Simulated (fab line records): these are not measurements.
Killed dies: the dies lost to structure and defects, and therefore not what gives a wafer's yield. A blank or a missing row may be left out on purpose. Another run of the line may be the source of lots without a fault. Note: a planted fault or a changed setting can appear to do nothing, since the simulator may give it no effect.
Which tool was responsible? | flow sky130 | 45 wafers from 15 lots sampled at 3 of the route's 708 steps

WHAT THE GAUGES SHOWED, per wafer
SKY_FIELD_ISO_THK_MEAS_04.
lot  | measured    | on            | FIELD_ISO_CVD_03_THK (nm)
L737 | day 1 14:02 | film_metro-03 | 163.9 163.1 161.6
L740 | day 2 05:53 | film_metro-04 | 165.7 165.4 166.0
L741 | day 2 13:59 | film_metro-04 | 162.8 162.2 162.5
L742 | day 2 19:32 | film_metro-03 | 164.5 163.1 165.1
L743 | day 2 23:44 | film_metro-03 | 164.9 165.9 164.8
L744 | day 3 03:37 | film_metro-03 | 164.7 164.3 164.9
L750 | day 4 06:29 | film_metro-04 | 167.5 168.5 168.2
L751 | day 4 12:02 | film_metro-02 | 165.5 164.4 164.6
L752 | day 4 18:08 | film_metro-03 | 164.3 165.8 166.2
L753 | day 4 22:40 | film_metro-02 | 166.1 166.1 168.2
L754 | day 5 03:23 | film_metro-03 | 166.2 167.9 166.1
L756 | day 5 15:59 | film_metro-04 | 165.8 166.3 166.5
L757 | day 6 00:03 | film_metro-04 | 167.7 165.8 167.6
L758 | day 6 02:44 | film_metro-03 | 167.1 167.8 166.5
L760 | day 6 15:06 | film_metro-02 | 165.7 164.1 166.2

SKY_FIELD_ISO_CD_MEAS_13 targets a cd of 150 nm.
lot  | measured    | on        | cd_nm (nm)
L737 | day 2 05:32 | cd_sem-02 | 151.3 152.0 150.9
L740 | day 2 20:29 | cd_sem-02 | 152.2 153.2 152.3
L741 | day 3 04:08 | cd_sem-02 | 149.1 149.6 149.5
L742 | day 3 10:23 | cd_sem-02 | 150.6 152.2 147.9
L743 | day 3 15:19 | cd_sem-02 | 151.4 152.9 153.5
L744 | day 3 18:41 | cd_sem-01 | 151.7 149.0 150.5
L750 | day 4 23:33 | cd_sem-01 | 148.5 148.6 151.0
L751 | day 5 05:20 | cd_sem-02 | 151.3 151.9 150.5
L752 | day 5 11:15 | cd_sem-02 | 148.9 147.2 145.9
L753 | day 5 17:14 | cd_sem-02 | 152.9 152.8 153.1
L754 | day 5 21:00 | cd_sem-01 | 151.3 150.1 152.1
L756 | day 6 10:31 | cd_sem-02 | 149.8 150.3 150.3
L757 | day 6 19:25 | cd_sem-01 | 148.8 148.0 147.2
L758 | day 6 21:40 | cd_sem-01 | 150.4 151.0 150.8
L760 | day 7 10:20 | cd_sem-02 | 150.2 149.7 150.6

SKY_FIELD_ISO_THK_MEAS_23.
lot  | measured    | on            | FIELD_ISO_OXIDATION_01_THK (nm)
L737 | day 2 12:25 | film_metro-03 | 10.14 10.14 9.90
L740 | day 3 02:13 | film_metro-03 | 10.17 10.33 10.21
L741 | day 3 07:49 | film_metro-04 | 10.15 10.25 10.10
L742 | day 3 12:50 | film_metro-04 | 10.14 10.22 10.13
L743 | day 3 17:25 | film_metro-02 | 9.88 9.88 9.92
L744 | day 3 21:14 | film_metro-02 | 10.21 9.97 9.94
L750 | day 5 02:12 | film_metro-02 | 10.15 10.24 10.25
L751 | day 5 07:32 | film_metro-03 | 10.03 10.04 10.13
L752 | day 5 14:04 | film_metro-02 | 10.00 9.92 10.00
L753 | day 5 19:10 | film_metro-04 | 10.50 10.36 10.42
L754 | day 5 23:22 | film_metro-03 | 10.11 9.97 10.02
L756 | day 6 13:00 | film_metro-02 | 10.27 10.01 10.08
L757 | day 7 00:06 | film_metro-03 | 9.99 10.13 9.97
L758 | day 7 00:10 | film_metro-03 | 10.02 10.02 10.03
L760 | day 7 13:26 | film_metro-02 | 10.21 10.28 10.21

WHAT TOOL EACH LOT RAN ON (gives the tool, then ch and the chambers of the sampled wafers, and finally the start)
There is no process step in the record ahead of these readings.

WHAT THE TOOLS THEMSELVES READ (means of the sampled wafers that have a number; where no wafer has one, the mark that the record gives instead)
The record holds no such reading with a usual standard deviation.

THE ANSWER, worked out from the rows above alone
Rule: the lots themselves supply what counts as usual. Put in order of their means at a reading, lots are off if they are a third of the lots or fewer, leave a main group of 4 or more, and stand apart from it by a gap of 3 or more times the standard deviation of the main group's means; of several such gaps the widest counts. If all means in a main group match to the digits the tables above print for the reading, that group is not used. A lot without any number at a reading at which 4 lots or more have one is off too. Where the step has rows for the other lots, those lots are counted as sound. First the gauges in route order, then the tools' own readings, where a lot's mean is used as printed above. At the first step where some lot is off, the reading lying furthest off is the one used; lots without a number count as furthest.
No lot is off on any of the readings shown, so nothing can be concluded from this.

WHAT THE SIMULATOR HAD INSERTED
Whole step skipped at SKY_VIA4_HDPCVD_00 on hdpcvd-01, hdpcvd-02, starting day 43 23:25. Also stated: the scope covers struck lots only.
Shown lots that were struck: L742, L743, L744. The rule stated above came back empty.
